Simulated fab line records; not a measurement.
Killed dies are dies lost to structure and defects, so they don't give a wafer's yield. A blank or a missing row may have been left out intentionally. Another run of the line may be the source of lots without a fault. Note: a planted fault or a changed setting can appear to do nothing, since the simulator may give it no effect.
Which tool was responsible? || flow sky130 || 6 lots, 18 wafers sampled, at 2 steps of a route of 708

WHAT EACH GAUGE READ, for each wafer
SKY_SONOS_ONO_THK_MEAS_03.
{"lot": "L107", "measured": "day 12 13:50", "on": "filmMetro-02", "SONOS_ONO_CVD_02_THK (nm)": "10.55 10.51 10.49"}
{"lot": "L109", "measured": "day 12 14:53", "on": "filmMetro-01", "SONOS_ONO_CVD_02_THK (nm)": "10.28 10.26 10.38"}
{"lot": "L114", "measured": "day 13 22:02", "on": "filmMetro-01", "SONOS_ONO_CVD_02_THK (nm)": "10.54 10.56 10.56"}
{"lot": "L117", "measured": "day 15 02:13", "on": "filmMetro-01", "SONOS_ONO_CVD_02_THK (nm)": "10.75 10.70 10.62"}
{"lot": "L119", "measured": "day 15 13:52", "on": "filmMetro-03", "SONOS_ONO_CVD_02_THK (nm)": "8.38 8.37 8.40"}
{"lot": "L121", "measured": "day 16 21:41", "on": "filmMetro-01", "SONOS_ONO_CVD_02_THK (nm)": "8.54 8.28 8.33"}

TOOL THAT RAN EACH LOT (tool first, then ch and the chambers of the sampled wafers, then the start)
{"lot": "L107", "SKY_SONOS_ONO_CVD_02": "lpcvd-02 ch 1, day 12 12:14"}
{"lot": "L109", "SKY_SONOS_ONO_CVD_02": "lpcvd-02 ch 0, day 12 13:49"}
{"lot": "L114", "SKY_SONOS_ONO_CVD_02": "lpcvd-02 ch 1, day 13 20:58"}
{"lot": "L117", "SKY_SONOS_ONO_CVD_02": "lpcvd-02 ch 0, day 15 01:10"}
{"lot": "L119", "SKY_SONOS_ONO_CVD_02": "lpcvd-02 ch 1, day 15 12:48"}
{"lot": "L121", "SKY_SONOS_ONO_CVD_02": "lpcvd-02 ch 0, day 16 20:38"}
- SKY_SONOS_ONO_CVD_02: deposits Si3N4 from DCS/NH3, target thk 10.5 nm, time 180 s.

THE ANSWER, worked out from the rows above alone
Rule: the lots themselves supply what counts as usual. The widest of any qualifying gaps counts: lots, ordered by their means at a reading, are off when they make up no more than a third of the lots, leave a main group of 4 or more, and stand apart from it by 3 or more times the standard deviation of that group's means. Not used: any main group whose means are identical at the precision the tables above print for the reading. Also off: a lot with no number at a reading for which 4 or more lots have one. Any other lot the step has rows for is counted as sound.
Off: L119, L121, at SKY_SONOS_ONO_THK_MEAS_03 (SONOS_ONO_CVD_02_THK). Main group: mean 10.52 nm, sd 0.14.
A tool fits if, at a process step before that reading, it ran every lot that is off, and no sound lot after the first of them. The gauges at SKY_SONOS_ONO_THK_MEAS_03 are tried like those tools. One fits: lpcvd-02 at SKY_SONOS_ONO_CVD_02. A fault onset in the window from L117 (day 15 01:10, its last sound lot) to L119 (day 15 12:48, its first lot off) fits.

WHAT HAD BEEN PUT IN BY THE SIMULATOR
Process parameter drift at SKY_SONOS_ONO_CVD_02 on lpcvd-02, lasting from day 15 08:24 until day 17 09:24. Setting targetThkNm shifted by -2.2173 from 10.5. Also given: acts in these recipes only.
Lots struck among those shown: L119, L121. The rule given above showed the same thing.
